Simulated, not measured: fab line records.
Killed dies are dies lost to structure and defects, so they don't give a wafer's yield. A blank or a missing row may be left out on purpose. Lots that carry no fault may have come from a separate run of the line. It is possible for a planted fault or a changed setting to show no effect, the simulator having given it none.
fab line records	flow sfq-line
[record] lots = 6	wafers = 18	last-day = 86
route steps=325 shown I3@137 M4@148 I4@163 JJ@178 M8@325
lots with no fault: from the same line, run without faults
start-h: hours from the record's opening day to when the first of the lot's shown wafers began	wait-h: how many hours have passed since the lot's step before this one	" the same as in the row above	L1.1+2: one row covering several wafers at once	- no value, or no start was given	* or withheld: withheld	< > ~ a bound
route shown NAME@n: a module of which the file shows steps, and the number in the route of the first	usual: mean/standard deviation taken from wafers without a fault	same: alike in all rows	chamber/n: place in a boat	sites: per-site readings	_std_site: standard deviation across them	_edge_site: outer sites' mean less inner sites'	radius-mm: how far each site lies from the wafer's centre	mask NAME#n: copy n	behind: the tool/chamber that last shaped the wafer	hold: why the lot went on hold/how many hours it stayed there/how the hold came to an end	device: which transistor (n, p or np) failed to switch	end of line: tests run on the same wafers once the route is complete	a step given without rows: its recipe and nothing more	killed: dies lost to structure and defects at the first sort, not the wafer's yield	map: the dies of a wafer, with x for killed, . for not killed, _ for no die there
set.NAME: the setting that was run; set.NAME@STEP: the one run at that earlier step	model.NAME: the simulator's own value behind a step, which no gauge read
lots seen at some steps along the route; tables by step, rows by wafer
services: a tool's chamber out of use, with start hour (start-h, from the record's first day; less than 0 if before it), hours out, and reason
[[steps]]
[step SFQ_TRILAYER_I3_VIA_LITHO_COAT_090]
[recipe] resist = BARC	spin-rpm = 3000	resist-thk-nm = 62
[step SFQ_TRILAYER_I3_VIA_LITHO_COAT_085]
[recipe] resist = KrF	spin-rpm = 3000	resist-thk-nm = 650
[step SFQ_TRILAYER_I3_VIA_LITHO_SOFTBAKE_089]
[recipe] temp-c = withheld	time-s = withheld	resist = KrF
[step SFQ_TRILAYER_I3_VIA_LITHO_EXPOSE_086]
[recipe] mask-id = I3	na = 0.6	source-shape = conventional	sigma-outer = 0.65	target-cd-nm = 500	dose-mj = 21.3
[step SFQ_TRILAYER_I3_VIA_LITHO_PEB_088]
[recipe] peb-temp-c = 115	peb-time-s = 60	resist = KrF
[step SFQ_TRILAYER_I3_VIA_LITHO_DEVELOP_087]
[recipe] time-s = 60	resist = KrF
[step SFQ_I3_OVL_MEAS_923]
[usual] I3_OVL = -2/5.6
lot.wafer	tool	chamber	start-h	wait-h	I3_OVL[nm]
L861.1	overlay-02	-	904.89	0.1	1
L861.2	"	-	"	"	-1
L861.5	"	-	"	"	-3
L864.2	overlay-01	-	910.98	0.1	-6
L864.5	"	-	"	"	-8
L864.6	"	-	"	"	-5
L867.4	overlay-01	-	919.97	0.1	-7
L867.5	"	-	"	"	-3
L867.6	"	-	"	"	-5
L869.1	overlay-02	-	926.29	0.1	1
L869.3	"	-	"	"	3
L869.4	"	-	"	"	-9
L871.2	overlay-02	-	929.90	0.1	1
L871.3	"	-	"	"	-6
L871.6	"	-	"	"	1
L873.1	overlay-01	-	937.01	0.1	-1
L873.2	"	-	"	"	-4
L873.6	"	-	"	"	1
[step SFQ_TRILAYER_I3_VIA_BARC_OPEN_VIA_ETCH_121]
[recipe] mask-material = PR	chemistry = O2	target-depth-nm = 125	target = BARC	source-w = 500	bias-w = 80	pressure-mtorr = 30	time-s = 41.7
[usual] chamber-pressure-mTorr = 29.997/0.027	drypump-motor-current-A = 5.9/0.47	oes-product-au = 0.684/0.0048
lot.wafer	tool	chamber	start-h	wait-h	chamber-pressure-mTorr	drypump-motor-current-A	oes-product-au	rf-hours-counter-h
L861.1	rie-diel-03	0	904.93	0.0	30.022	5.7	0.692	5
L861.2	"	2	"	"	29.952	5.7	0.687	25
L861.5	"	3	"	"	29.962	4.8	0.682	-
L864.2	rie-diel-02	0	911.01	0.0	29.986	5.8	0.678	3
L864.5	"	3	"	"	30.015	5.6	0.681	-
L864.6	"	0	"	"	30.017	5.8	0.683	-
L867.4	rie-diel-04	0	919.98	0.0	29.998	6.5	0.690	14
L867.5	"	2	"	"	29.984	6.2	0.688	-
L867.6	"	1	"	"	29.997	5.7	0.691	-
L869.1	rie-diel-04	1	926.33	0.0	30.004	5.7	0.681	10
L869.3	"	0	"	"	30.001	6.5	0.689	14
L869.4	"	2	"	"	29.950	6.2	0.679	21
L871.2	rie-diel-02	2	929.93	0.0	29.983	6.0	0.686	1
L871.3	"	1	"	"	29.991	5.4	0.683	8
L871.6	"	2	"	"	30.007	6.0	0.688	-
L873.1	rie-diel-02	2	937.05	0.0	30.013	6.0	0.685	1
L873.2	"	3	"	"	30.051	5.6	0.694	7
L873.6	"	1	"	"	29.993	5.5	0.691	-
[step SFQ_TRILAYER_I3_VIA_ETCH_VIA_ETCH_088]
[recipe] target = SiO2	stop-on = Nb	mask-material = PR	taper-deg = 20	chemistry = CHF3	target-depth-nm = 260	source-w = 500	bias-w = 80	pressure-mtorr = 30	time-s = withheld
[step SFQ_TRILAYER_I3_VIA_STRIP_STRIP_089]
[recipe] gas = O2	power-w = 200	platen-temp-c = 40	overash-fraction = 0.65	chemistry = O2	pressure-mtorr = 50
[usual] chamber-pressure-mTorr = 50.00/0.048	drypump-motor-current-A = 5.6/0.43	oes-product-au = 0.998/0.0067
lot.wafer	tool	chamber	start-h	wait-h	chamber-pressure-mTorr	drypump-motor-current-A	oes-product-au	rf-hours-counter-h
L861.1	rie-metal-03	1	905.08	-	49.98	6.4	0.996	105
L861.2	"	0	"	"	50.06	5.1	1.003	138
L861.5	"	1	"	"	50.03	6.4	1.000	-
L864.2	rie-metal-03	1	911.16	-	49.92	6.4	1.010	106
L864.5	"	1	"	"	50.02	6.4	1.005	-
L864.6	"	0	"	"	49.97	5.2	0.999	-
L867.4	rie-metal-03	1	920.34	-	50.07	6.4	1.001	-
L867.5	"	0	"	"	49.90	5.1	0.994	-
L867.6	"	1	"	"	49.98	6.4	1.001	-
L869.1	rie-metal-01	1	926.48	-	50.00	5.4	1.004	149
L869.3	"	1	"	"	49.93	5.4	0.999	-
L869.4	"	1	"	"	50.02	5.4	1.000	-
L871.2	rie-metal-02	0	930.08	-	50.04	5.5	1.004	117
L871.3	"	1	"	"	49.94	5.7	0.989	-
L871.6	"	0	"	"	49.98	5.5	0.993	-
L873.1	rie-metal-01	0	937.20	-	49.92	5.3	0.987	34
L873.2	"	1	"	"	50.03	5.4	0.988	151
L873.6	"	0	"	"	49.97	5.4	0.986	-
[step SFQ_TRILAYER_I3_VIA_STRIP_SOLV_CLEAN_090]
[recipe] chemistry = NMP	temp-c = 70	time-s = 600
[step SFQ_TRILAYER_M4_DEP_PRE_CLEAN_092]
[recipe] gas = Ar	time-s = 22.5	bias-v = 250
[step SFQ_TRILAYER_M4_DEP_SPUTTER_091]
[recipe] material = Nb	base-pressure-pa = 1.33e-06	chamber-pressure-pa = 0.1333	substrate-temp-c = 20	resputter-cathode-voltage-v = 400	target-thk-nm = 200	power-w = 2000	time-s = 133.3
[usual] throttle-valve-pct = 30.0/0.87
lot.wafer	tool	chamber	start-h	wait-h	throttle-valve-pct	model.Nb_of_TRILAYER_M4_DEP_SPUTTER_091.thk-nm
L861.1	pvd-sputter-05	-	905.88	0.0	30.3	197.1
L861.2	"	-	"	"	30.6	196.8
L861.5	"	-	"	"	30.4	198.6
L864.2	pvd-sputter-04	-	911.97	0.0	29.6	201.3
L864.5	"	-	"	"	28.8	200.9
L864.6	"	-	"	"	30.4	200.1
L867.4	pvd-sputter-05	-	920.94	0.0	30.8	200.6
L867.5	"	-	"	"	30.2	101.1
L867.6	"	-	"	"	30.4	201.4
L869.1	pvd-sputter-05	-	927.88	0.0	30.6	102.1
L869.3	"	-	"	"	31.3	201.7
L869.4	"	-	"	"	29.6	200.4
L871.2	pvd-sputter-06	-	930.88	0.0	31.6	197.7
L871.3	"	-	"	"	30.9	198.4
L871.6	"	-	"	"	31.4	197.5
L873.1	pvd-sputter-04	-	938.00	0.0	29.1	200
L873.2	"	-	"	"	29.1	199.1
L873.6	"	-	"	"	28.7	198.5
[step SFQ_M4_RS_MEAS_924]
[recipe] thk-meas-gauge = four-point-probe	reads = Nb_of_TRILAYER_M4_DEP_SPUTTER_091
[usual] M4_NB_RS = 0.890/0.0081
lot.wafer	tool	chamber	start-h	wait-h	M4_NB_RS[ohm/sq]
L861.1	film-metro-04	-	905.97	0.0	0.902
L861.2	"	-	"	"	0.905
L861.5	"	-	"	"	0.898
L864.2	film-metro-04	-	912.09	0.1	0.884
L864.5	"	-	"	"	0.888
L864.6	"	-	"	"	0.890
L867.4	film-metro-03	-	921.09	0.1	0.887
L867.5	"	-	"	"	1.776
L867.6	"	-	"	"	0.883
L869.1	film-metro-03	-	927.97	0.0	1.758
L869.3	"	-	"	"	0.881
L869.4	"	-	"	"	0.885
L871.2	film-metro-01	-	930.99	0.1	0.900
L871.3	"	-	"	"	0.898
L871.6	"	-	"	"	0.901
L873.1	film-metro-01	-	938.09	0.0	0.890
L873.2	"	-	"	"	0.894
L873.6	"	-	"	"	0.896
[step SFQ_TRILAYER_M4_LITHO_COAT_098]
[recipe] resist = BARC	spin-rpm = 3000	resist-thk-nm = 62
[step SFQ_TRILAYER_M4_LITHO_COAT_093]
[recipe] resist = KrF	spin-rpm = 3000	resist-thk-nm = 600
[step SFQ_TRILAYER_M4_LITHO_SOFTBAKE_097]
[recipe] temp-c = withheld	time-s = withheld	resist = KrF
[step SFQ_TRILAYER_M4_LITHO_EXPOSE_094]
[recipe] mask-id = M4	na = 0.6	source-shape = conventional	sigma-outer = 0.65	target-cd-nm = 500	dose-mj = 14.4
[step SFQ_TRILAYER_M4_LITHO_PEB_096]
[recipe] peb-temp-c = 115	peb-time-s = 60	resist = KrF
[step SFQ_TRILAYER_M4_LITHO_DEVELOP_095]
[recipe] time-s = 60	resist = KrF
[step SFQ_M4_OVL_MEAS_926]
[usual] M4_OVL = -2/6.6
lot.wafer	tool	chamber	start-h	wait-h	M4_OVL[nm]
L861.1	overlay-01	-	1064.02	0.1	-12
L861.2	"	-	"	"	-14
L861.5	"	-	"	"	-8
L864.2	overlay-01	-	1071.22	0.1	2
L864.5	"	-	"	"	-4
L864.6	"	-	"	"	-2
L867.4	overlay-01	-	1076.04	0.1	-1
L867.5	"	-	"	"	-9
L867.6	"	-	"	"	-5
L869.1	overlay-02	-	1082.02	0.1	4
L869.3	"	-	"	"	1
L869.4	"	-	"	"	-9
L871.2	overlay-01	-	1085.62	0.1	0
L871.3	"	-	"	"	-1
L871.6	"	-	"	"	4
L873.1	overlay-01	-	1092.82	0.1	4
L873.2	"	-	"	"	-8
L873.6	"	-	"	"	2
[step SFQ_TRILAYER_M4_BARC_OPEN_METAL_ETCH_123]
[recipe] mask-material = PR	chemistry = O2	target-depth-nm = 125	target = BARC	icp-w = 600	bias-w = 80	pressure-mtorr = 10	time-s = 41.7
[step SFQ_TRILAYER_M4_ETCH_METAL_ETCH_096]
[recipe] target = Nb	stop-on = SiO2	mask-material = PR	chemistry = Cl2/Ar	target-depth-nm = 240	icp-w = 600	bias-w = 80	pressure-mtorr = 10	time-s = 120
[usual] chamber-pressure-mTorr = 9.998/0.0095	drypump-motor-current-A = 5.4/0.48	oes-product-au = 0.894/0.0065
lot.wafer	tool	chamber	start-h	wait-h	chamber-pressure-mTorr	drypump-motor-current-A	oes-product-au	rf-hours-counter-h
L861.1	rie-metal-01	1	1064.11	0.0	10.002	5.4	0.888	3
L861.2	"	0	"	"	9.977	5.4	0.885	53
L861.5	"	1	"	"	9.997	5.4	0.894	-
L864.2	rie-metal-04	0	1071.31	0.0	9.992	4.9	0.891	68
L864.5	"	1	"	"	9.994	5.5	0.898	-
L864.6	"	0	"	"	9.992	4.9	0.891	-
L867.4	rie-metal-01	0	1076.16	0.1	9.986	5.3	0.902	-
L867.5	"	0	"	"	10.000	5.3	0.637	-
L867.6	"	1	"	"	9.996	5.4	0.903	-
L869.1	rie-metal-03	1	1082.11	0.0	10.014	6.4	0.642	131
L869.3	"	0	"	"	9.990	5.1	0.891	-
L869.4	"	1	"	"	9.980	6.3	0.888	-
L871.2	rie-metal-03	0	1085.71	0.0	10.001	5.1	0.893	6
L871.3	"	0	"	"	9.994	5.1	0.891	-
L871.6	"	0	"	"	9.998	5.1	0.881	-
L873.1	rie-metal-04	0	1092.91	0.0	10.000	4.9	0.897	71
L873.2	"	1	"	"	9.995	5.4	0.896	5
L873.6	"	1	"	"	10.000	5.4	0.888	-
[step SFQ_TRILAYER_M4_STRIP_STRIP_097]
[recipe] gas = O2	power-w = 200	platen-temp-c = 40	overash-fraction = 0.65	chemistry = O2	pressure-mtorr = 50
[step SFQ_TRILAYER_M4_STRIP_SOLV_CLEAN_098]
[recipe] chemistry = NMP	temp-c = 70	time-s = 600
[step SFQ_TRILAYER_I4_DEP_PECVD_099]
[recipe] material = SiO2	temp-c = 150	time-s = 111.11	pressure-torr = 2.4	rf-w = 183.3	precursor = SiH4/N2O	target-thk-nm = 500
[usual] heater-power-w = 89/21	throttle-valve-pct = 24.2/1.2
lot.wafer	tool	chamber	start-h	wait-h	heater-power-w	throttle-valve-pct
L861.1	pecvd-02	0	1065.01	0.0	77	25.0
L861.2	"	1	"	"	79	22.2
L861.5	"	2	"	"	74	24.7
L864.2	pecvd-01	1	1072.21	0.0	90	24.0
L864.5	"	1	"	"	92	23.8
L864.6	"	0	"	"	86	24.7
L867.4	pecvd-01	0	1077.05	0.0	88	25.0
L867.5	"	2	"	"	75	26.9
L867.6	"	1	"	"	77	23.9
L869.1	pecvd-01	2	1083.01	0.0	74	26.8
L869.3	"	0	"	"	91	24.6
L869.4	"	1	"	"	88	24.0
L871.2	pecvd-04	1	1086.61	0.0	93	23.7
L871.3	"	0	"	"	97	23.9
L871.6	"	2	"	"	142	23.5
L873.1	pecvd-02	2	1093.81	0.0	79	24.8
L873.2	"	1	"	"	79	22.3
L873.6	"	1	"	"	82	22.2
[step SFQ_TRILAYER_I4_CMP_CMP_100]
[recipe] material = SiO2	down-force-psi = 3	platen-rpm = 60	pad-velocity-m-s = 0.94248
[step SFQ_I4_BOW_MEAS_927]
[recipe] mode = bow
[usual] I4_BOW = 3/10
lot.wafer	tool	chamber	start-h	wait-h	I4_BOW[um]
L861.1	film-metro-02	-	1068.09	1.5	6
L861.2	"	-	"	"	3
L861.5	"	-	"	"	3
L864.2	film-metro-04	-	1075.31	2.0	5
L864.5	"	-	"	"	-1
L864.6	"	-	"	"	7
L867.4	film-metro-02	-	1081.35	1.6	3
L867.5	"	-	"	"	-4
L867.6	"	-	"	"	14
L869.1	film-metro-04	-	1086.09	2.0	2
L869.3	"	-	"	"	-1
L869.4	"	-	"	"	-5
L871.2	film-metro-04	-	1090.31	1.5	10
L871.3	"	-	"	"	19
L871.6	"	-	"	"	5
L873.1	film-metro-04	-	1096.89	2.5	11
L873.2	"	-	"	"	-3
L873.6	"	-	"	"	0
[step SFQ_TRILAYER_I4_METRO_MEASURE_101]
[step SFQ_TRILAYER_I4_VIA_LITHO_COAT_108]
[recipe] resist = BARC	spin-rpm = 3000	resist-thk-nm = 62
[step SFQ_TRILAYER_I4_VIA_LITHO_COAT_103]
[recipe] resist = KrF	spin-rpm = 3000	resist-thk-nm = 650
[step SFQ_TRILAYER_I4_VIA_LITHO_SOFTBAKE_107]
[recipe] temp-c = withheld	time-s = withheld	resist = KrF
[step SFQ_TRILAYER_I4_VIA_LITHO_EXPOSE_104]
[recipe] mask-id = I4	na = 0.6	source-shape = conventional	sigma-outer = 0.65	target-cd-nm = 700	dose-mj = 21.3
[step SFQ_TRILAYER_I4_VIA_LITHO_PEB_106]
[recipe] peb-temp-c = 115	peb-time-s = 60	resist = KrF
[step SFQ_TRILAYER_I4_VIA_LITHO_DEVELOP_105]
[recipe] time-s = 60	resist = KrF
[step SFQ_I4_OVL_MEAS_928]
[usual] I4_OVL = 1/6.1
lot.wafer	tool	chamber	start-h	wait-h	I4_OVL[nm]
L861.1	overlay-01	-	1186.48	0.1	-1
L861.2	"	-	"	"	-6
L861.5	"	-	"	"	-2
L864.2	overlay-01	-	1193.59	0.1	2
L864.5	"	-	"	"	-1
L864.6	"	-	"	"	2
L867.4	overlay-02	-	1199.61	0.1	7
L867.5	"	-	"	"	7
L867.6	"	-	"	"	12
L869.1	overlay-01	-	1203.19	0.1	3
L869.3	"	-	"	"	12
L869.4	"	-	"	"	4
L871.2	overlay-02	-	1206.79	0.1	4
L871.3	"	-	"	"	9
L871.6	"	-	"	"	4
L873.1	overlay-01	-	1210.39	0.1	-4
L873.2	"	-	"	"	3
L873.6	"	-	"	"	-2
[step SFQ_TRILAYER_I4_VIA_BARC_OPEN_VIA_ETCH_146]
[recipe] mask-material = PR	chemistry = O2	target-depth-nm = 125	target = BARC	source-w = 500	bias-w = 80	pressure-mtorr = 30	time-s = 41.7
[step SFQ_TRILAYER_I4_VIA_ETCH_VIA_ETCH_106]
[recipe] target = SiO2	stop-on = Nb	mask-material = PR	taper-deg = 20	chemistry = CHF3	target-depth-nm = 260	source-w = 500	bias-w = 80	pressure-mtorr = 30	time-s = withheld
[usual] chamber-pressure-mTorr = 30.001/0.028	drypump-motor-current-A = 5.8/0.37	oes-product-au = 0.854/0.0054
lot.wafer	tool	chamber	start-h	wait-h	chamber-pressure-mTorr	drypump-motor-current-A	oes-product-au
L861.1	rie-diel-04	1	1186.56	0.0	29.961	5.7	0.849
L861.2	"	3	"	"	29.975	6.3	0.850
L861.5	"	2	"	"	30.025	6.2	0.853
L864.2	rie-diel-01	0	1193.66	0.0	29.939	5.5	0.857
L864.5	"	1	"	"	29.936	5.1	0.858
L864.6	"	0	"	"	30.021	5.5	0.861
L867.4	rie-diel-01	0	1199.66	0.0	29.995	5.5	0.853
L867.5	"	2	"	"	29.988	5.9	0.856
L867.6	"	3	"	"	29.997	5.9	0.857
L869.1	rie-diel-01	2	1203.26	0.0	30.011	5.9	0.858
L869.3	"	3	"	"	29.963	5.9	0.860
L869.4	"	0	"	"	29.980	5.5	0.860
L871.2	rie-diel-04	3	1206.86	0.0	29.990	6.2	0.848
L871.3	"	2	"	"	29.977	6.1	0.852
L871.6	"	1	"	"	30.015	5.7	0.859
L873.1	rie-diel-02	3	1210.46	0.0	29.947	5.6	0.856
L873.2	"	1	"	"	30.006	5.4	0.857
L873.6	"	2	"	"	30.020	6.0	0.848
[step SFQ_TRILAYER_I4_VIA_STRIP_STRIP_107]
[recipe] gas = O2	power-w = 200	platen-temp-c = 40	overash-fraction = 0.65	chemistry = O2	pressure-mtorr = 50
[usual] chamber-pressure-mTorr = 50.00/0.042	drypump-motor-current-A = 5.4/0.43	oes-product-au = 0.997/0.0064
lot.wafer	tool	chamber	start-h	wait-h	chamber-pressure-mTorr	drypump-motor-current-A	oes-product-au	rf-hours-counter-h
L861.1	rie-metal-02	1	1186.67	-	50.00	5.7	0.996	27
L861.2	"	1	"	"	50.10	5.7	0.995	-
L861.5	"	1	"	"	49.98	5.7	0.990	-
L864.2	rie-metal-03	1	1193.78	-	50.01	6.4	0.987	1
L864.5	"	1	"	"	49.95	6.4	0.986	-
L864.6	"	0	"	"	50.00	5.1	0.982	-
L867.4	rie-metal-04	0	1199.98	-	50.04	4.9	1.002	-
L867.5	"	0	"	"	50.06	4.9	1.001	-
L867.6	"	1	"	"	50.02	5.5	1.002	-
L869.1	rie-metal-04	1	1203.38	-	49.94	5.5	0.999	25
L869.3	"	1	"	"	50.05	5.4	0.994	-
L869.4	"	0	"	"	49.95	4.9	0.996	-
L871.2	rie-metal-04	1	1206.98	-	50.03	5.5	0.998	26
L871.3	"	1	"	"	50.07	5.5	0.991	-
L871.6	"	1	"	"	49.97	5.5	0.994	-
L873.1	rie-metal-04	0	1210.58	-	49.98	4.9	0.994	92
L873.2	"	1	"	"	50.04	5.4	1.000	26
L873.6	"	0	"	"	50.00	4.9	1.001	-
[step SFQ_TRILAYER_I4_VIA_STRIP_SOLV_CLEAN_108]
[recipe] chemistry = NMP	temp-c = 70	time-s = 600
[step SFQ_TRILAYER_JJ_TRILAYER_DEP_PRE_CLEAN_113]
[recipe] gas = Ar	time-s = 22.5	bias-v = 250
[step SFQ_M8_BOW_MEAS_951]
[recipe] mode = bow
[usual] M8_BOW = 5/12
lot.wafer	tool	chamber	start-h	wait-h	M8_BOW[um]	model.etest.m4.ohm-um	model.etest.i3.link-ohm	model.etest.i4.link-ohm	model.etest.m4.ohm-sq
L861.1	film-metro-02	-	2033.79	0.0	9	1.801	1.981	2.181	0.9023
L861.2	"	-	"	"	6	1.804	1.979	2.195	0.9033
L861.5	"	-	"	"	6	1.787	1.978	2.18	0.8953
L864.2	film-metro-04	-	2045.95	0.0	8	1.763	1.96	2.15	0.8835
L864.5	"	-	"	"	1	1.764	1.968	2.163	0.885
L864.6	"	-	"	"	11	1.774	1.969	2.159	0.8884
L867.4	film-metro-04	-	2050.85	0.1	7	1.768	1.968	2.157	0.8862
L867.5	"	-	"	"	0	3.506	3.03	3.03	1.759
L867.6	"	-	"	"	19	1.762	1.976	2.164	0.8829
L869.1	film-metro-04	-	2060.32	0.0	0	3.475	2.996	3.015	1.741
L869.3	"	-	"	"	-2	1.77	1.969	2.166	0.8817
L869.4	"	-	"	"	-6	1.774	1.981	2.172	0.8872
L871.2	film-metro-02	-	2065.24	0.0	9	1.804	1.991	2.196	0.8995
L871.3	"	-	"	"	18	1.804	1.984	2.19	0.896
L871.6	"	-	"	"	3	1.807	1.988	2.193	0.9003
L873.1	film-metro-02	-	2075.82	0.0	16	1.777	1.976	2.192	0.8889
L873.2	"	-	"	"	4	1.791	1.981	2.188	0.8931
L873.6	"	-	"	"	5	1.797	1.988	2.193	0.8957
[[services]]
tool	chamber	start-h	hours	kind
rie-diel-02	3	915.61	9.3	repair
rie-metal-01	0	926.30	4.1	repair
pecvd-01	-	931.25	2.8	pm
rie-metal-03	0	951.51	14.5	repair
rie-diel-02	-	952.10	2.8	pm
pecvd-01	-	952.19	14.6	pm
rie-diel-01	0	960.05	4.9	repair
pvd-sputter-05	-	963.71	4.9	repair
rie-diel-02	-	981.28	0.5	repair
rie-diel-01	3	982.25	9.6	repair
rie-metal-03	0	987.96	2.3	repair
rie-diel-01	1	1029.20	6.5	repair
rie-diel-02	2	1032.87	55.9	repair
rie-diel-02	0	1042.64	18.0	repair
rie-diel-04	1	1054.08	2.5	repair
rie-diel-04	0	1063.91	4.4	repair
rie-metal-03	-	1076.03	0.2	repair
rie-diel-04	-	1105.62	2.8	pm
rie-diel-02	-	1116.64	2.4	repair
rie-metal-01	-	1123.86	2.8	pm
rie-diel-02	1	1164.97	14.7	repair
rie-metal-03	-	1167.12	2.8	pm
rie-metal-01	-	1185.28	0.4	repair
rie-diel-02	2	1197.01	5.0	repair
[[key]]
[first-sign] step = SFQ_M4_RS_MEAS_924	reading = M4_NB_RS	direction = up	sigmas = 99+	usual = 0.890	struck = 1.767
[effect] step = SFQ_TRILAYER_M4_ETCH_METAL_ETCH_096	reading = oes-product-au	direction = down	sigmas = 39	usual = 0.894	struck = 0.640
[model-effect] step = SFQ_TRILAYER_M4_DEP_SPUTTER_091	value = Nb_of_TRILAYER_M4_DEP_SPUTTER_091.thk-nm	without = 201.8	struck = 101.6
[model-effect] step = SFQ_M8_BOW_MEAS_951	value = etest.m4.ohm-um	without = 1.758	struck = 3.491
met-at SFQ_TRILAYER_M4_DEP_SPUTTER_091
struck-wafers L867.5,L869.1
onset-between 905.88 920.94
[fault] kind = process-parameter-drift	tool = pvd-sputter-05	chamber = -	onset-h = 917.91	steps = SFQ_TRILAYER_M4_DEP_SPUTTER_091	channel = target-thk-nm	offset = -100.17	shape = step	end-h = 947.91	scope = struck-wafers-only	acts-in = these-recipes-only	stated = 200
